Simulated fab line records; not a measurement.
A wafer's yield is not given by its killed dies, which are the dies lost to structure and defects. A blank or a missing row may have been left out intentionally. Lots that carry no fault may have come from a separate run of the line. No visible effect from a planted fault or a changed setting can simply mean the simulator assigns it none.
Struck lot and sound lot, side by side / flow gf180mcu / 15 steps out of a route of 602
Sound: wafers L325.2, L325.4, L325.5. Struck: wafers L322.3, L322.4, L322.6. Last of all comes the cause.
Each step with rows lists, per side, the tool, then ch with its chambers, then its first start. Under that, the readings that differ: sound wafers / struck wafers / difference of the means / sigmas: that difference in standard deviations of wafers without a fault.
alike: readings whose means differ by less than 2 such deviations, and words and numbers that are the same on both sides. not compared: withheld readings, readings that some wafer has no value for, bounds like >300 that may hide the same value, and numbers for which the record gives no deviation and whose values overlap.
The two part at a step that has a row with sigmas, a row that says differs or no value, or rows on one side only. Numbers that don't overlap but have no deviation are shown without sigmas and don't part them. Lack of a reading on every wafer of one side parts them only where that side has two or more wafers.

GF_TOP_METAL_SPUTTER_04: material TiN, target thk 25 nm, time 20.8 s.
  sound: pvd_sputter-03 at day 31 04:51; struck: pvd_sputter-01 at day 30 15:02
  alike: throttle_valve_pct
GF_TOP_METAL_RS_MEAS_05: uses a four-point probe to measure.
  sound: film_metro-02 at day 31 04:54; struck: film_metro-02 at day 30 15:07
reading=TOP_METAL_ALCU_RS (ohm/sq); sound=0.0322 0.0325 0.0326; struck=0.0333 0.0332 0.0336; difference=+0.0009; sigmas=+2
GF_TOP_METAL_THK_MEAS_06: measures by xrf.
  sound: film_metro-02 at day 31 05:01; struck: film_metro-02 at day 30 15:13
reading=TOP_METAL_ALCU_THK (nm); sound=908 896 890; struck=874 881 865; difference=-25; sigmas=-2
then, 7 steps without rows for these wafers: GF_TOP_METAL_DEHYDRATE_07 (time 60 s); GF_TOP_METAL_HMDS_08 (prime time 60 s); GF_TOP_METAL_COAT_09 (resist thk 1500 nm); GF_TOP_METAL_SOFTBAKE_10 (time 58.08 s); GF_TOP_METAL_EXPOSE_11 (exposes mask MetalTop, target cd 440 nm); GF_TOP_METAL_PEB_12; GF_TOP_METAL_DEVELOP_13 (develop time 60 s).
GF_TOP_METAL_CD_MEAS_14: target cd 440 nm.
  sound: cd_sem-02 at day 31 21:58; struck: cd_sem-01 at day 31 09:05
  alike: cd_nm
GF_TOP_METAL_OVL_MEAS_15:
  sound: overlay-01 at day 31 22:04; struck: overlay-02 at day 31 09:10
  alike: TOP_METAL_OVL
GF_TOP_METAL_METAL_ETCH_16: etches the open film in Cl2/BCl3, stops on SiO2, target depth 1197 nm, time 199.5 s.
  sound on rie_metal-03 ch 0,1, day 31 22:06; struck on rie_metal-01 ch 0,1, day 31 09:16
reading=run_length_s (s); sound=228.1 228.9 228.1; struck=189.4 190.2 190.3; difference=-38.4; sigmas=-66
reading=model.NOVOLAK_of_TOP_METAL_COAT_09.thk_nm (nm); sound=1006 1017 1018; struck=1117 1111 1118; difference=+102; sigmas=
  alike: drypump_motor_current_A, he_backside_leak_sccm, oes_product_au, throttle_valve_pct
  not compared: rf_hours_counter_h
GF_TOP_METAL_STRIP_17: strips in O2/N2.
  sound on plasma_asher-01 ch 0,1, day 31 22:17; struck on plasma_asher-02 ch 0,1, day 31 09:25
reading=strip_time_to_endpoint_s (s); sound=12.80 12.87 12.88; struck=14.00 13.93 14.02; difference=+1.13; sigmas=+13
  alike: drypump_motor_current_A, heater_power_w, oes_product_au
  not compared: rf_hours_counter_h
then, 1 step without rows for these wafers: GF_TOP_METAL_STRIP_18 (strips in post etch residue remover, time 1200 s).

WHERE THEY PART
Earliest at GF_TOP_METAL_RS_MEAS_05; latest, in this record, at GF_TOP_METAL_STRIP_17.

WHY: whatever the simulator had introduced
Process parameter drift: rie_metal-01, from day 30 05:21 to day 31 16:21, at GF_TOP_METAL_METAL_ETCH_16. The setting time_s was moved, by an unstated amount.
